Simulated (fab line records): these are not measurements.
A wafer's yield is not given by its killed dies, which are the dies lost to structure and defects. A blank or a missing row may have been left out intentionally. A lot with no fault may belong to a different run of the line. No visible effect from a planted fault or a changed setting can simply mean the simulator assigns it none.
Chamber matching / flow sky130 / cmp-01 running SKY_VIA3_CMP_02: 4 sister chambers
The step polishes SiO2. 4 wafers are shown with their chamber, then 12 later ones without.

WAFERS WITH THEIR CHAMBER
wafer=L085.3; chamber=1; motorCurrentA (A)=12.6
wafer=L090.1; chamber=3; motorCurrentA (A)=12.6
wafer=L090.3; chamber=2; motorCurrentA (A)=10.8
wafer=L090.6; chamber=0; motorCurrentA (A)=11.3

WAFERS WITHOUT THEIR CHAMBER
wafer=L091.3; motorCurrentA (A)=12.4
wafer=L091.4; motorCurrentA (A)=11.7
wafer=L091.6; motorCurrentA (A)=10.7
wafer=L092.1; motorCurrentA (A)=10.8
wafer=L092.4; motorCurrentA (A)=13.4
wafer=L092.5; motorCurrentA (A)=11.4
wafer=L095.1; motorCurrentA (A)=11.6
wafer=L095.4; motorCurrentA (A)=11.2
wafer=L095.6; motorCurrentA (A)=11.1
wafer=L097.3; motorCurrentA (A)=11.4
wafer=L097.5; motorCurrentA (A)=11.0
wafer=L097.6; motorCurrentA (A)=12.5

CHAMBER TAKEN BY EACH
wafer=L091.3; from the rows above=can't be placed: 1 or 3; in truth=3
wafer=L091.4; from the rows above=can't be placed: 0 or 2 or 1 or 3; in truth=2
wafer=L091.6; from the rows above=can't be placed: 2 or 0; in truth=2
wafer=L092.1; from the rows above=can't be placed: 2 or 0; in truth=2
wafer=L092.4; from the rows above=can't be placed: 1 or 3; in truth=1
wafer=L092.5; from the rows above=can't be placed: 0 or 2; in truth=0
wafer=L095.1; from the rows above=can't be placed: 0 or 2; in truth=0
wafer=L095.4; from the rows above=can't be placed: 0 or 2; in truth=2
wafer=L095.6; from the rows above=can't be placed: 0 or 2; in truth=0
wafer=L097.3; from the rows above=can't be placed: 0 or 2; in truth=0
wafer=L097.5; from the rows above=can't be placed: 2 or 0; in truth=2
wafer=L097.6; from the rows above=can't be placed: 1 or 3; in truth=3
Correct placement for 0 of the 12. Not placeable from these rows: 12 (in 12, the candidates include the true chamber). Placed wrongly: 0.
How it was worked out, from the rows above alone: a wafer's distance from a chamber is the root of the sum, over the readings, of the square of ((its reading less the chamber's mean) divided by the reading's scatter). The wafer belongs to the nearest chamber; if the next one is less than 2 further off, it can't be placed. Each chamber's mean is taken over the wafers shown for it. The scatter: with one shown wafer a chamber, the root of the mean of the squares of how far each hidden wafer lies from its nearest shown one.
